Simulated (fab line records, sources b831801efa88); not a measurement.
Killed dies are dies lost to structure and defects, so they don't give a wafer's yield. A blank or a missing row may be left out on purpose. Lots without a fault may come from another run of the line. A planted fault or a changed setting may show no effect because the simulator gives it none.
Which tool did it? | flow gf180mcu | 24 lots, 72 wafers sampled, at 2 steps of a route of 602

WHAT THE GAUGES READ, wafer by wafer
GF_POLY_GATE_CD_MEAS_10: target cd 280 nm.
lot  | measured     | on        | cd_nm (nm)
L074 | day 9 03:26  | cd_sem-01 | 278.1 277.7 278.1
L075 | day 9 14:42  | cd_sem-02 | 281.8 281.1 280.1
L077 | day 9 21:18  | cd_sem-02 | 280.8 279.7 279.5
L076 | day 9 21:24  | cd_sem-01 | 281.9 280.8 281.6
L078 | day 10 12:33 | cd_sem-01 | 277.8 279.2 278.3
L079 | day 10 12:39 | cd_sem-02 | 279.3 278.8 278.5
L080 | day 10 19:48 | cd_sem-01 | 279.2 280.2 278.6
L081 | day 11 03:09 | cd_sem-02 | 280.8 280.1 280.7
L082 | day 11 09:29 | cd_sem-02 | 282.3 283.4 281.6
L083 | day 11 21:57 | cd_sem-01 | 279.2 278.6 278.6
L084 | day 11 22:20 | cd_sem-01 | 280.2 281.4 281.6
L085 | day 12 03:49 | cd_sem-01 | 282.1 280.5 281.1
L086 | day 12 14:14 | cd_sem-01 | 282.5 281.1 281.5
L087 | day 12 22:50 | cd_sem-01 | 279.4 281.0 280.8
L088 | day 13 03:31 | cd_sem-01 | 278.6 279.2 279.5
L089 | day 13 10:15 | cd_sem-01 | 279.5 279.6 279.9
L090 | day 13 16:21 | cd_sem-02 | 281.0 279.6 280.8
L091 | day 14 05:20 | cd_sem-02 | 281.4 279.9 280.2
L092 | day 14 13:29 | cd_sem-01 | 281.5 280.0 281.1
L093 | day 14 18:33 | cd_sem-01 | 277.5 279.3 278.1
L094 | day 15 10:54 | cd_sem-02 | 278.6 279.5 280.1
L096 | day 15 22:20 | cd_sem-02 | 277.8 278.1 276.6
L095 | day 16 02:16 | cd_sem-02 | 281.2 281.4 280.3
L097 | day 16 07:48 | cd_sem-01 | 279.8 279.5 280.3

GF_PSD_OVL_MEAS_08.
lot  | measured     | on         | PSD_OVL (nm)
L074 | day 14 08:29 | overlay-02 | 0.5 1.2 -0.3
L075 | day 14 14:24 | overlay-01 | 1.5 1.5 0.9
L077 | day 15 01:15 | overlay-01 | -0.6 0.1 0.5
L076 | day 15 01:24 | overlay-01 | 0.8 2.2 0.9
L078 | day 15 17:48 | overlay-01 | -1.4 -1.4 -1.1
L079 | day 15 18:45 | overlay-01 | -0.2 1.7 -1.4
L080 | day 16 04:05 | overlay-02 | 1.1 -0.6 -0.3
L081 | day 16 10:06 | overlay-02 | -0.3 0.0 -2.1
L082 | day 16 19:30 | overlay-01 | 0.1 0.9 1.4
L083 | day 17 10:48 | overlay-01 | 0.0 0.4 0.5
L084 | day 17 13:25 | overlay-02 | -3.0 -0.4 -0.3
L085 | day 17 16:33 | overlay-02 | 0.1 0.5 0.5
L086 | day 18 06:57 | overlay-01 | 0.5 -2.5 0.9
L087 | day 18 17:03 | overlay-02 | 2.7 2.6 2.5
L088 | day 18 23:18 | overlay-01 | 1.0 2.4 1.8
L089 | day 19 05:33 | overlay-02 | 0.6 1.3 2.6
L090 | day 19 12:35 | overlay-02 | 2.7 1.2 0.8
L091 | day 20 04:00 | overlay-02 | -2.4 -1.2 -2.0
L092 | day 20 14:49 | overlay-02 | -1.0 -1.1 0.2
L093 | day 20 18:51 | overlay-02 | 1.4 1.0 -0.5
L094 | day 21 14:11 | overlay-01 | -0.1 1.1 -0.6
L096 | day 22 01:35 | overlay-02 | 0.2 1.3 1.1
L095 | day 22 04:24 | overlay-02 | 2.3 1.3 2.8
L097 | day 22 11:03 | overlay-02 | -0.6 -0.7 -0.2

WHICH TOOL RAN EACH LOT (tool, then ch and the chambers of the sampled wafers, then the start)
The record holds no process step before these readings.

WHAT THE TOOLS THEMSELVES READ (means of the sampled wafers that have a number; where no wafer has one, the mark that the record gives instead)
The record holds no such reading with a usual standard deviation.

THE ANSWER, worked out from the rows above alone
Rule: what is usual is taken from the lots themselves. Put in order of their means at a reading, lots are off if they are a third of the lots or fewer, leave a main group of 4 or more, and stand apart from it by a gap of 3 or more times the standard deviation of the main group's means; of several such gaps the widest counts. A main group whose means are all the same, to the digits that the tables above print for the reading, isn't used. A lot without any number at a reading at which 4 lots or more have one is off too. The other lots that the step has rows for count as sound. The gauges are gone through in route order, then the tools' own readings, and for those a lot's mean is taken as printed above. The first step at which some lot is off is used, and at that step the reading that is off furthest; a lot without a number counts as furthest.
No lot is off at any reading shown: from this, nothing can be told.

WHAT THE SIMULATOR HAD PUT IN
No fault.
